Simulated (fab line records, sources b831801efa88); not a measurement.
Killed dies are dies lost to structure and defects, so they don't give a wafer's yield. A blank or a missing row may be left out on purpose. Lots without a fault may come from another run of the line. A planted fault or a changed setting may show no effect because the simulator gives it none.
A struck lot beside a sound one | flow sky130 | 14 steps out of a route of 708
Sound: wafers L124.3, L124.5, L124.6. Struck: wafer L111.5. (L111.1, L111.3 of the same lot were not struck and are left out.) The cause comes at the end.
At each step with rows: each side's tool, then ch and its chambers, then its first start. Under that, the readings that differ: sound wafers | struck wafers | difference of the means | sigmas: that difference in standard deviations of wafers without a fault.
alike: readings whose means differ by less than 2 such deviations, and words and numbers that are the same on both sides. not compared: withheld readings, readings that some wafer has no value for, bounds like >300 that may hide the same value, and numbers for which the record gives no deviation and whose values overlap.
The two part at a step that has a row with sigmas, a row that says differs or no value, or rows on one side only. Numbers that don't overlap but have no deviation are shown without sigmas and don't part them. A reading that every wafer of one side lacks parts them only if that side has two wafers or more.

first, 5 steps without rows for these wafers: SKY_LI_CONTACT_COAT_07 (resist thk 450 nm); SKY_LI_CONTACT_SOFTBAKE_08 (time 90 s); SKY_LI_CONTACT_EXPOSE_09 (exposes mask LICM1, target cd 170 nm); SKY_LI_CONTACT_PEB_10; SKY_LI_CONTACT_DEVELOP_11 (develop time 60 s).
SKY_LI_CONTACT_CD_MEAS_12: target cd 170 nm.
  sound on cd_sem-02, day 35 16:26; struck on cd_sem-01, day 31 18:16
  alike: cd_nm
SKY_LI_CONTACT_OVL_MEAS_13:
  sound on overlay-02, day 35 16:32; struck on overlay-02, day 31 18:23
  alike: LI_CONTACT_OVL
SKY_LI_CONTACT_ETCH_14: etches BARC in N2/H2, stops on SiO2, time 45.9 s, target depth 60 nm.
  sound on rie_diel-02 ch 0,1,3, day 35 16:33; struck on rie_diel-04 ch 2, day 31 18:26
  alike: drypump_motor_current_A, oes_product_au, throttle_valve_pct
  not compared: rf_hours_counter_h
SKY_LI_CONTACT_ETCH_15: etches PSG in C4F8/O2/Ar, stops on Si, target depth 600 nm.
  sound on rie_diel-02 ch 0,1,3, day 35 16:35; struck on rie_diel-04 ch 2, day 31 18:28
  alike: oes_product_au
SKY_LI_CONTACT_STRIP_16: strips in O2/N2.
  sound on plasma_asher-01 ch 0,1, day 35 16:43; struck on plasma_asher-02 ch 1, day 31 18:34
  alike: drypump_motor_current_A, oes_product_au, strip_time_to_endpoint_s
  not compared: rf_hours_counter_h
then, 2 steps without rows for these wafers: SKY_LI_CONTACT_CLEAN_17 (cleans in NMP, time 600 s); SKY_LI_CONTACT_PRE_CLEAN_18 (time 5.6 s).
SKY_LI_CONTACT_SPUTTER_19: material Ti, target thk 20 nm, time 106.37 s.
  sound on pvd_sputter-04, day 35 16:58; struck on pvd_sputter-04, day 31 18:51
  reading                                       | sound            | struck | difference | sigmas
  throttle_valve_pct (%)                        | 30.3 30.6 30.4   | 28.4   | -2.0       | -2
  model.Ti_of_LI_CONTACT_SPUTTER_19.thk_nm (nm) | 20.19 20.13 20.3 | 21.44  | +1.23      |
SKY_LI_CONTACT_SPUTTER_20: material TiN, target thk 20 nm, time 80 s.
  sound on pvd_sputter-04, day 35 17:03; struck on pvd_sputter-04, day 31 18:56
  reading                | sound          | struck | difference | sigmas
  throttle_valve_pct (%) | 30.2 30.8 30.5 | 28.5   | -2.0       | -2

WHERE THEY PART
First at SKY_LI_CONTACT_SPUTTER_19; last, within this record, at SKY_LI_CONTACT_SPUTTER_20.

WHY: what the simulator had put in
Process parameter drift: pvd_sputter-04, from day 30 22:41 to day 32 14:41, at SKY_LI_CONTACT_SPUTTER_19. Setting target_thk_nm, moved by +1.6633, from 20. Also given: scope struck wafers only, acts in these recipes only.
